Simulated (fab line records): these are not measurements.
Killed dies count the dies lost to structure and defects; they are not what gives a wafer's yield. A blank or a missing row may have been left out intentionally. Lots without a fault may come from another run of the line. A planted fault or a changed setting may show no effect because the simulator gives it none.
fab line records	flow gf180mcu
[record] lots = 13	wafers = 39	lastDay = 34
route steps=602 shown MIM@513 V5@562 TOP_METAL@582 PASSIVATION@589
lots that met no fault: taken from a fault-free run of the same line
startH: hours from the record's opening day to when the first of the lot's shown wafers began	waitH: how many hours have passed since the lot's step before this one	" repeats the value in the row above	L1.1+2: one row covering several wafers at once	- either no value or no given start	* or withheld: withheld	< > ~ a bound
route shown NAME@n: NAME is a module with steps in the file, n the number in the route of the first one	usual: mean and standard deviation over wafers with no fault	same: alike in all rows	chamber/n: place in a boat	sites: readings site by site	_std_site: standard deviation of those values	_edge_site: the outer-site mean with the inner-site mean subtracted	radiusMm: for every site, how far away it sits from the centre of the wafer	mask NAME#n: copy n	behind: tool/chamber where the wafer was last shaped	hold: reason for holding the lot/hours on hold/outcome of the hold	device: transistor that didn't switch, given as n, p or np	end of line: the route-end tests of the same wafers	a step without rows: its recipe alone	killed: dies lost to structure and defects at the first sort, not the wafer's yield	map: the dies of a wafer, with x for killed, . for not killed, _ for no die there
set.NAME: the setting the step ran with; set.NAME@STEP: the setting that earlier step ran with	model.NAME: the simulator's own value behind a step, which no gauge read
a sample of lots followed through the steps of the route, with each step as a table and each wafer as a row
services: when a tool's chamber went out of use (startH, in hours from the record's first day, below 0 if earlier), for how many hours, and the reason
[[steps]]
[step GF_MIM_RS_MEAS_10]
[recipe] thkMeasGauge = four-point-probe	reads = TiN_of_MIM_SPUTTER_09+AlCu_of_MIM_SPUTTER_08+TiN_of_MIM_SPUTTER_07
[usual] MIM_ALCU_RS = 0.1599/0.002
lot.wafer	tool	chamber	startH	waitH	MIM_ALCU_RS[ohm/sq]
L452.1	filmMetro-04	-	567.59	0.0	0.1628
L452.3	"	-	"	"	0.1631
L452.6	"	-	"	"	0.1621
L453.1	filmMetro-04	-	582.16	0.0	0.1617
L453.2	"	-	"	"	0.1616
L453.4	"	-	"	"	0.1609
L454.1	filmMetro-03	-	582.80	0.0	0.1586
L454.2	"	-	"	"	0.1634
L454.3	"	-	"	"	0.1594
L455.4	filmMetro-03	-	600.04	0.1	0.1618
L455.5	"	-	"	"	0.1616
L455.6	"	-	"	"	0.1631
L457.3	filmMetro-04	-	605.41	0.1	0.1601
L457.4	"	-	"	"	0.1606
L457.5	"	-	"	"	0.1625
L459.1	filmMetro-04	-	624.72	0.0	0.1597
L459.2	"	-	"	"	0.1624
L459.4	"	-	"	"	0.1601
L460.3	filmMetro-04	-	625.23	0.1	0.1610
L460.4	"	-	"	"	0.1652
L460.5	"	-	"	"	0.1643
L466.1	filmMetro-04	-	673.53	0.0	0.1572
L466.2	"	-	"	"	0.1579
L466.4	"	-	"	"	0.1585
L467.2	filmMetro-03	-	681.44	0.0	0.1588
L467.3	"	-	"	"	0.1588
L467.4	"	-	"	"	0.1614
L470.4	filmMetro-04	-	701.54	0.1	0.1569
L470.5	"	-	"	"	0.1566
L470.6	"	-	"	"	0.1575
L471.1	filmMetro-02	-	707.84	0.0	0.1603
L471.2	"	-	"	"	0.1589
L471.3	"	-	"	"	0.1593
L473.4	filmMetro-04	-	715.37	0.1	0.1603
L473.5	"	-	"	"	0.1618
L473.6	"	-	"	"	0.1601
L474.2	filmMetro-04	-	723.46	0.0	0.1574
L474.4	"	-	"	"	0.1584
L474.6	"	-	"	"	0.1567
[step GF_V5_SPUTTER_22]
[recipe] material = TiN	targetThkNm = 10	chamberPressurePa = 5	powerW = 4000	timeS = 40
[usual] throttleValvePct = 29.9/0.76
lot.wafer	tool	chamber	startH	waitH	throttleValvePct
L452.1	pvdSputter-03	-	632.74	0.0	29.9
L452.3	"	-	"	"	30.2
L452.6	"	-	"	"	29.9
L453.1	pvdSputter-03	-	646.00	0.0	29.4
L453.2	"	-	"	"	29.8
L453.4	"	-	"	"	30.0
L454.1	pvdSputter-02	-	647.33	0.0	30.3
L454.2	"	-	"	"	30.2
L454.3	"	-	"	"	29.6
L455.4	pvdSputter-02	-	663.58	0.0	30.2
L455.5	"	-	"	"	30.4
L455.6	"	-	"	"	30.1
L457.3	pvdSputter-04	-	668.83	0.0	28.6
L457.4	"	-	"	"	28.9
L457.5	"	-	"	"	29.2
L460.3	pvdSputter-03	-	686.99	0.0	29.8
L460.4	"	-	"	"	29.7
L460.5	"	-	"	"	29.7
L459.1	pvdSputter-02	-	687.37	0.0	29.5
L459.2	"	-	"	"	28.8
L459.4	"	-	"	"	30.2
L466.1	pvdSputter-02	-	732.21	0.0	30.1
L466.2	"	-	"	"	30.4
L466.4	"	-	"	"	29.7
L467.2	pvdSputter-03	-	737.66	0.0	29.5
L467.3	"	-	"	"	29.7
L467.4	"	-	"	"	30.1
L470.4	pvdSputter-04	-	756.03	0.0	31.4
L470.5	"	-	"	"	28.7
L470.6	"	-	"	"	29.3
L471.1	pvdSputter-02	-	761.88	0.0	28.8
L471.2	"	-	"	"	30.5
L471.3	"	-	"	"	30.4
L473.4	pvdSputter-04	-	769.12	0.0	29.5
L473.5	"	-	"	"	31.1
L473.6	"	-	"	"	28.8
L474.2	pvdSputter-04	-	775.98	0.0	28.9
L474.4	"	-	"	"	29.7
L474.6	"	-	"	"	29.2
[step GF_TOP_METAL_OVL_MEAS_15]
[usual] TOP_METAL_OVL = -0.3/1.4
lot.wafer	tool	chamber	startH	waitH	TOP_METAL_OVL[nm]
L452.1	overlay-02	-	653.63	0.1	-0.5
L452.3	"	-	"	"	-1.8
L452.6	"	-	"	"	-2.4
L453.1	overlay-02	-	667.03	0.1	0.7
L453.2	"	-	"	"	-0.7
L453.4	"	-	"	"	-0.1
L454.1	overlay-02	-	668.28	0.1	-2.3
L454.2	"	-	"	"	-1.0
L454.3	"	-	"	"	-0.2
L455.4	overlay-01	-	683.35	0.1	-1.2
L455.5	"	-	"	"	2.2
L455.6	"	-	"	"	2.0
L457.3	overlay-01	-	688.74	0.1	-0.3
L457.4	"	-	"	"	-1.1
L457.5	"	-	"	"	0.9
L460.3	overlay-02	-	707.19	0.1	-0.7
L460.4	"	-	"	"	0.8
L460.5	"	-	"	"	0.7
L459.1	overlay-02	-	707.90	0.1	-0.6
L459.2	"	-	"	"	2.0
L459.4	"	-	"	"	1.3
L466.1	overlay-01	-	750.43	0.1	-2.4
L466.2	"	-	"	"	-2.0
L466.4	"	-	"	"	-2.4
L467.2	overlay-02	-	754.88	0.1	-0.8
L467.3	"	-	"	"	-0.5
L467.4	"	-	"	"	2.4
L470.4	overlay-02	-	772.67	0.1	2.0
L470.5	"	-	"	"	0.6
L470.6	"	-	"	"	0.5
L471.1	overlay-01	-	778.53	0.1	-0.2
L471.2	"	-	"	"	0.1
L471.3	"	-	"	"	0.4
L473.4	overlay-01	-	785.52	0.1	0.6
L473.5	"	-	"	"	0.6
L473.6	"	-	"	"	-0.7
L474.2	overlay-02	-	792.33	0.1	0.9
L474.4	"	-	"	"	-0.2
L474.6	"	-	"	"	0.2
[step GF_PASSIVATION_CVD_02]
[recipe] material = Si3N4	targetThkNm = 700	timeS = 486.18	tempC = 400	rfW = 450
[usual] heaterPowerW = 744/120	rfFwdPowerW = 449.0/1.4
lot.wafer	tool	chamber	startH	waitH	heaterPowerW	rfFwdPowerW	sinceWetCleanH
L452.1	pecvd-01	2	654.56	0.1	775	448.6	480
L452.3	"	1	"	"	898	449.2	480
L452.6	"	2	"	"	778	449.0	-
L453.1	pecvd-01	2	668.34	0.1	723	447.7	494
L453.2	"	0	"	"	925	449.4	494
L453.4	"	1	"	"	950	450.3	-
L454.1	pecvd-03	1	669.23	0.1	637	449.0	703
L454.2	"	2	"	"	666	448.9	703
L454.3	"	0	"	"	809	450.1	703
L455.4	pecvd-01	0	684.40	0.2	749	448.7	-
L455.5	"	2	"	"	646	450.4	-
L455.6	"	1	"	"	790	448.2	-
L457.3	pecvd-03	0	689.63	0.0	762	450.0	723
L457.4	"	0	"	"	807	448.7	-
L457.5	"	1	"	"	617	447.6	-
L460.3	pecvd-02	0	708.09	0.0	702	447.0	103
L460.4	"	2	"	"	746	448.9	-
L460.5	"	1	"	"	683	449.3	-
L459.1	pecvd-01	1	708.80	0.1	939	448.9	534
L459.2	"	2	"	"	765	448.5	534
L459.4	"	0	"	"	847	448.9	-
L466.1	pecvd-03	2	751.33	0.1	615	378.4	785
L466.2	"	1	"	"	620	447.8	785
L466.4	"	2	"	"	665	377.1	-
L467.2	pecvd-03	1	755.78	0.0	621	448.9	789
L467.3	"	2	"	"	705	376.7	789
L467.4	"	0	"	"	699	448.4	-
L470.4	pecvd-02	0	773.73	0.2	676	449.1	-
L470.5	"	2	"	"	662	448.5	-
L470.6	"	1	"	"	770	449.1	-
L471.1	pecvd-01	1	779.47	0.1	870	449.8	605
L471.2	"	2	"	"	672	448.8	605
L471.3	"	0	"	"	864	448.2	605
L473.4	pecvd-02	0	786.57	0.2	703	449.9	-
L473.5	"	1	"	"	718	450.7	-
L473.6	"	2	"	"	682	449.8	-
L474.2	pecvd-02	0	793.23	0.0	616	446.1	188
L474.4	"	2	"	"	760	446.8	-
L474.6	"	1	"	"	768	445.7	-
[step GF_PASSIVATION_THK_MEAS_03]
[recipe] reads = Si3N4_of_PASSIVATION_CVD_02
[usual] PASSIVATION_CVD_02_THK = 695/9.4
lot.wafer	tool	chamber	startH	waitH	PASSIVATION_CVD_02_THK[nm]
L452.1	filmMetro-04	-	654.85	0.1	685
L452.3	"	-	"	"	682
L452.6	"	-	"	"	689
L453.1	filmMetro-04	-	668.63	0.1	678
L453.2	"	-	"	"	687
L453.4	"	-	"	"	706
L454.1	filmMetro-01	-	669.52	0.1	686
L454.2	"	-	"	"	689
L454.3	"	-	"	"	694
L455.4	filmMetro-01	-	684.58	0.0	691
L455.5	"	-	"	"	707
L455.6	"	-	"	"	712
L457.3	filmMetro-04	-	689.94	0.2	693
L457.4	"	-	"	"	713
L457.5	"	-	"	"	707
L460.3	filmMetro-04	-	708.39	0.2	679
L460.4	"	-	"	"	706
L460.5	"	-	"	"	701
L459.1	filmMetro-01	-	709.08	0.1	692
L459.2	"	-	"	"	685
L459.4	"	-	"	"	686
L466.1	filmMetro-04	-	751.61	0.1	640
L466.2	"	-	"	"	693
L466.4	"	-	"	"	657
L467.2	filmMetro-04	-	756.07	0.2	689
L467.3	"	-	"	"	651
L467.4	"	-	"	"	694
L470.4	filmMetro-04	-	773.90	0.0	707
L470.5	"	-	"	"	706
L470.6	"	-	"	"	702
L471.1	filmMetro-01	-	779.75	0.1	695
L471.2	"	-	"	"	689
L471.3	"	-	"	"	681
L473.4	filmMetro-04	-	786.74	0.0	699
L473.5	"	-	"	"	703
L473.6	"	-	"	"	701
L474.2	filmMetro-04	-	793.53	0.2	683
L474.4	"	-	"	"	694
L474.6	"	-	"	"	696
[[services]]
tool	chamber	startH	hours	kind
pecvd-03	-	623.91	2.0	repair
pecvd-01	1	650.25	-	calibration
pvdSputter-03	-	656.86	3.2	repair
pvdSputter-04	2	660.94	-	consumableReplace:kit
pvdSputter-04	2	660.94	18.0	scheduledDown
pvdSputter-04	2	660.94	18.0	ventCycle
pvdSputter-02	-	672.93	5.3	repair
pecvd-01	0	679.32	3.0	repair
pecvd-02	-	686.24	1.5	repair
pvdSputter-02	3	704.92	-	consumableReplace:kit
pvdSputter-02	3	704.92	18.0	scheduledDown
pvdSputter-02	3	704.92	18.0	ventCycle
pecvd-03	0	727.47	4.9	repair
pvdSputter-04	1	753.41	-	consumableReplace:kit
pvdSputter-04	1	753.41	18.0	scheduledDown
pvdSputter-04	1	753.41	18.0	ventCycle
pvdSputter-03	-	759.16	4.5	repair
[[key]]
[firstSign] step = GF_PASSIVATION_CVD_02	reading = rfFwdPowerW	direction = down	sigmas = 51	usual = 449.0	struck = 377.4
[effect] step = GF_PASSIVATION_THK_MEAS_03	reading = PASSIVATION_CVD_02_THK	direction = down	sigmas = 4.8	usual = 695	struck = 649
metAt GF_PASSIVATION_CVD_02
struckLots L466,L467
struckWafers L466.1,L466.4,L467.3
notActingAt GF_MIM_RS_MEAS_10,GF_V5_SPUTTER_22,GF_TOP_METAL_OVL_MEAS_15
onsetBetween 669.23 751.33
[fault] kind = processParameterDrift	tool = pecvd-03	chamber = 2	onsetH = 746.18	steps = GF_PASSIVATION_CVD_02	channel = rfW	offset = -72	shape = step	endH = 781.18	actsIn = theseRecipesOnly	stated = 450
